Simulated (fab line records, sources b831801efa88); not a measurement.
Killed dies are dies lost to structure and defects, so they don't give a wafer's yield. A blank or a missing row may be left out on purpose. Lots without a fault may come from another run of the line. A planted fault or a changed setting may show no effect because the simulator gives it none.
Tool commonality check | flow sky130 | 14 lots, 42 wafers sampled

WHY IT WAS OPENED
At SKY_SONOS_ONO_THK_MEAS_05 the reading SONOS_ONO_CVD_04_THK is flagged on 3 of 14 lots. Wafers without a fault read 5.67 nm, standard deviation 0.1.
Rule: a lot is flagged when every wafer of it that has a number lies more than 4 standard deviations from that mean, or none has a number. The other lots count as sound.

lot  | measured     | on            | SONOS_ONO_CVD_04_THK (nm), wafer by wafer | flag
L892 | day 11 20:28 | film_metro-04 | 5.81 5.80 5.72                            |
L893 | day 12 00:52 | film_metro-04 | 5.75 5.70 5.67                            |
L894 | day 12 09:17 | film_metro-04 | 5.70 5.74 5.69                            |
L895 | day 12 17:49 | film_metro-04 | 5.55 5.52 5.49                            |
L898 | day 13 15:35 | film_metro-01 | 5.76 5.67 5.63                            |
L899 | day 14 05:31 | film_metro-01 | 5.55 5.53 5.63                            |
L900 | day 14 23:23 | film_metro-01 | 5.78 5.81 5.82                            |
L901 | day 14 23:27 | film_metro-04 | 5.67 5.68 5.50                            |
L902 | day 15 02:28 | film_metro-04 | 5.54 5.58 5.64                            |
L903 | day 15 07:47 | film_metro-01 | 5.73 5.78 5.69                            |
L906 | day 16 06:20 | film_metro-03 | 5.70 5.66 5.55                            |
L911 | day 18 05:18 | film_metro-04 | 4.86 4.83 4.81                            | FLAGGED
L912 | day 18 06:52 | film_metro-04 | 4.68 4.70 4.63                            | FLAGGED
L913 | day 18 17:50 | film_metro-04 | 4.76 4.82 4.75                            | FLAGGED
The numbers of the flagged lots are 4.76 nm on average: -0.91 nm against the usual, or -9 standard deviations.

WHICH TOOL RAN EACH LOT
The record holds 1 process step before the reading, out of a route of 708 steps. In each cell: the tool, then ch and the chambers that the sampled wafers went through, then the start.
lot  | flag    | SKY_SONOS_ONO_CVD_04
L892 |         | lpcvd-03 ch 1, day 11 19:13
L893 |         | lpcvd-03 ch 1, day 11 23:35
L894 |         | lpcvd-03 ch 1, day 12 08:02
L895 |         | lpcvd-03 ch 1, day 12 16:34
L898 |         | lpcvd-03 ch 0, day 13 14:20
L899 |         | lpcvd-03 ch 1, day 14 04:16
L900 |         | lpcvd-03 ch 0, day 14 22:08
L901 |         | lpcvd-03 ch 0, day 14 22:08
L902 |         | lpcvd-03 ch 1, day 15 01:13
L903 |         | lpcvd-03 ch 0, day 15 06:32
L906 |         | lpcvd-03 ch 0, day 16 05:04
L911 | FLAGGED | lpcvd-03 ch 0, day 18 04:03
L912 | FLAGGED | lpcvd-03 ch 0, day 18 05:37
L913 | FLAGGED | lpcvd-03 ch 1, day 18 16:35
What these steps do:
- SKY_SONOS_ONO_CVD_04: deposits SiO2 from SiH4/N2O, target thk 5.7199 nm.
- SKY_SONOS_ONO_THK_MEAS_05

FLAGGED OVER TOTAL, TOOL BY TOOL (the gauges that took the reading come last)
step                      | tool          | lots run | flagged | share of the flagged lots | sound lots run after its first flagged lot
SKY_SONOS_ONO_CVD_04      | lpcvd-03      | 14       | 3       | all                       | 0
SKY_SONOS_ONO_THK_MEAS_05 | film_metro-01 | 4        | 0       | none                      | -
SKY_SONOS_ONO_THK_MEAS_05 | film_metro-03 | 1        | 0       | none                      | -
SKY_SONOS_ONO_THK_MEAS_05 | film_metro-04 | 9        | 3       | all                       | 0

WHAT THE TABLE ALLOWS
2 rows of the table ran every flagged lot: lpcvd-03 at SKY_SONOS_ONO_CVD_04, film_metro-04 at SKY_SONOS_ONO_THK_MEAS_05.
- lpcvd-03 at SKY_SONOS_ONO_CVD_04: 3 of its 14 lots flagged. Its last sound lot is L906 (day 16 05:04), its first flagged lot L911 (day 18 04:03): a fault that began between those two fits.
- film_metro-04 at SKY_SONOS_ONO_THK_MEAS_05: 3 of its 9 lots flagged. Its last sound lot is L902 (day 15 02:28), its first flagged lot L911 (day 18 05:18): a fault that began between those two fits.
Counting lots can't tell these 2 tools apart, because each fits a fault that began at some hour. More lots, or a look at what each step does to the wafer, might.

WHAT THE SIMULATOR HAD PUT IN
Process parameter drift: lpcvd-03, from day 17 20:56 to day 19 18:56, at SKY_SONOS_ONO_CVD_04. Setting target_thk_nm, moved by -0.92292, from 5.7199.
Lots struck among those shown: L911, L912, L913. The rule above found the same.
